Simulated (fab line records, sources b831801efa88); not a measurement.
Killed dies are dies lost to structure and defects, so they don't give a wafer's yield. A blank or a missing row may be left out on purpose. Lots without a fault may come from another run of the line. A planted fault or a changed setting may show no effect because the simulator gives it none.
A struck lot beside a sound one | flow gf180mcu | 27 steps out of a route of 602
Sound: wafers L186.2, L186.5, L186.6. Struck: wafers L175.1, L175.2, L175.6. The cause comes at the end.
At each step with rows: each side's tool, then ch and its chambers, then its first start. Under that, the readings that differ: sound wafers | struck wafers | difference of the means | sigmas: that difference in standard deviations of wafers without a fault.
alike: readings whose means differ by less than 2 such deviations, and words and numbers that are the same on both sides. not compared: withheld readings, readings that some wafer has no value for, bounds like >300 that may hide the same value, and numbers for which the record gives no deviation and whose values overlap.
The two part at a step that has a row with sigmas, a row that says differs or no value, or rows on one side only. Numbers that don't overlap but have no deviation are shown without sigmas and don't part them. A reading that every wafer of one side lacks parts them only if that side has two wafers or more.

first, 1 step without rows for these wafers: GF_MVPSD_IMPLANT_09.
GF_MVPSD_STRIP_10: strips in O2/N2.
  sound on plasma_asher-02 ch 0,1, day 9 12:24; struck on plasma_asher-02 ch 0,1, day 6 17:10
  alike: chamber_pressure_mTorr, drypump_motor_current_A, heater_power_w, oes_product_au, strip_time_to_endpoint_s
  not compared: rf_hours_counter_h
GF_MVPSD_TW_MEAS_11:
  sound on film_metro-03, day 9 12:31; struck on film_metro-01, day 6 17:16
  reading  | sound       | struck      | difference | sigmas
  MVPSD_TW | 550 552 552 | 565 565 568 | +15        | +3
then, 7 steps without rows for these wafers: GF_VT_IMPLANT_DEHYDRATE_00 (time 60 s); GF_VT_IMPLANT_HMDS_01 (prime time 60 s); GF_VT_IMPLANT_COAT_02 (resist thk 1000 nm); GF_VT_IMPLANT_SOFTBAKE_03 (time 60 s); GF_VT_IMPLANT_EXPOSE_04 (exposes mask LVPWELL LV AREA, target cd 600 nm); GF_VT_IMPLANT_PEB_05; GF_VT_IMPLANT_DEVELOP_06 (develop time 60 s).
GF_VT_IMPLANT_OVL_MEAS_07:
  sound on overlay-02, day 10 06:10; struck on overlay-02, day 7 08:00
  alike: VT_IMPLANT_OVL
then, 1 step without rows for these wafers: GF_VT_IMPLANT_IMPLANT_08.
GF_VT_IMPLANT_STRIP_09: strips in O2/N2.
  sound on plasma_asher-02 ch 0,1, day 10 06:20; struck on plasma_asher-04 ch 0,1, day 7 08:11
  no value came back on the struck wafers for any of 5 readings (chamber_pressure_mTorr (mTorr), drypump_motor_current_A (A) and others); on the sound wafers chamber_pressure_mTorr (mTorr) reads 1500.4 1501.2 1499.7
  reading                                         | sound | struck         | difference | sigmas
  model.NOVOLAK_of_VT_IMPLANT_COAT_02.thk_nm (nm) | 0 0 0 | 1006 1005 1002 | +1004      |
  not compared: rf_hours_counter_h
GF_VT_IMPLANT_TW_MEAS_10:
  sound on film_metro-04, day 10 06:27; struck on film_metro-04, day 7 08:17
  alike: VT_IMPLANT_TW
then, 7 steps without rows for these wafers: GF_VT_IMPLANT_DEHYDRATE_11 (time 60 s); GF_VT_IMPLANT_HMDS_12 (prime time 60 s); GF_VT_IMPLANT_COAT_13 (resist thk 1000 nm); GF_VT_IMPLANT_SOFTBAKE_14 (time 60 s); GF_VT_IMPLANT_EXPOSE_15 (exposes mask Nwell LV AREA, target cd 860 nm); GF_VT_IMPLANT_PEB_16; GF_VT_IMPLANT_DEVELOP_17 (develop time 60 s).
GF_VT_IMPLANT_OVL_MEAS_18:
  sound on overlay-01, day 11 00:10; struck on overlay-02, day 8 00:10
  alike: VT_IMPLANT_01_OVL
then, 1 step without rows for these wafers: GF_VT_IMPLANT_IMPLANT_19.
GF_VT_IMPLANT_STRIP_20: strips in O2/N2.
  sound on plasma_asher-04 ch 0,1, day 11 00:20; struck on plasma_asher-01 ch 0,1, day 8 00:21
  reading                      | sound             | struck            | difference | sigmas
  strip_time_to_endpoint_s (s) | 12.64 12.64 12.63 | 27.63 27.60 27.60 | +14.97     | +99 or more
  alike: chamber_pressure_mTorr, drypump_motor_current_A, heater_power_w, oes_product_au
  not compared: rf_hours_counter_h
GF_VT_IMPLANT_TW_MEAS_21:
  sound on film_metro-03, day 11 00:27; struck on film_metro-03, day 8 00:27
  reading         | sound          | struck   | difference | sigmas
  VT_IMPLANT_2_TW | 1224 1219 1224 | 31 30 31 | -1192      | -99 or more
then, 1 step without rows for these wafers: GF_VT_IMPLANT_DEHYDRATE_22 (time 60 s).
-- the record jumps here: 23 days lie between the struck wafers' starts before and after (it left off in module VT_IMPLANT and takes up again in module PASSIVATION, whose first step shown is number 602 of the route) --
GF_PASSIVATION_PROBE_99:
  the record has rows for the struck wafers here (prober-01, day 31 03:25) and none for the sound ones

WHERE THEY PART
First at GF_MVPSD_TW_MEAS_11; last, within this record, at GF_PASSIVATION_PROBE_99.

WHY: what the simulator had put in
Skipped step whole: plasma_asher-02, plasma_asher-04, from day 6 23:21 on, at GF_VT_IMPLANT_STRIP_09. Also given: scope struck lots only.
